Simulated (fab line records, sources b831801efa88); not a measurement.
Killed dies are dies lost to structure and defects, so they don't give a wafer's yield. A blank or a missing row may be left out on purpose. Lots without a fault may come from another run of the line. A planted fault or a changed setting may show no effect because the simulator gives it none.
Which tool did it? | flow sky130 | 6 lots, 18 wafers sampled, at 2 steps of a route of 708

WHAT THE GAUGES READ, wafer by wafer
SKY_NWELL_OVL_MEAS_23.
lot  | measured     | on         | NWELL_01_OVL (nm)
L931 | day 5 19:23  | overlay-01 | 0.9 2.0 1.8
L933 | day 6 05:17  | overlay-01 | 2.0 2.4 2.4
L935 | day 6 08:29  | overlay-01 | 1.4 0.3 2.7
L942 | day 8 10:12  | overlay-02 | 3.5 3.0 3.4
L947 | day 9 15:53  | overlay-01 | 1.0 0.0 1.9
L951 | day 10 13:59 | overlay-02 | 0.6 -0.7 -2.0

WHICH TOOL RAN EACH LOT (tool, then ch and the chambers of the sampled wafers, then the start)
lot  | SKY_NWELL_EXPOSE_20
L931 | iline_stepper-01 ch 0, day 5 10:19
L933 | iline_stepper-01 ch 0, day 5 21:19
L935 | iline_stepper-01 ch 0, day 6 00:54
L942 | iline_stepper-02 ch 0, day 7 23:36
L947 | iline_stepper-01 ch 0, day 9 05:57
L951 | iline_stepper-02 ch 0, day 10 03:23
- SKY_NWELL_EXPOSE_20: exposes mask NWM COMPLEMENT, target cd 840 nm.

THE ANSWER, worked out from the rows above alone
Rule: what is usual is taken from the lots themselves. Put in order of their means at a reading, lots are off if they are a third of the lots or fewer, leave a main group of 4 or more, and stand apart from it by a gap of 3 or more times the standard deviation of the main group's means; of several such gaps the widest counts. A main group whose means are all the same, to the digits that the tables above print for the reading, isn't used. A lot without any number at a reading at which 4 lots or more have one is off too. The other lots that the step has rows for count as sound.
No lot is off at any reading shown: from this, nothing can be told.

WHAT THE SIMULATOR HAD PUT IN
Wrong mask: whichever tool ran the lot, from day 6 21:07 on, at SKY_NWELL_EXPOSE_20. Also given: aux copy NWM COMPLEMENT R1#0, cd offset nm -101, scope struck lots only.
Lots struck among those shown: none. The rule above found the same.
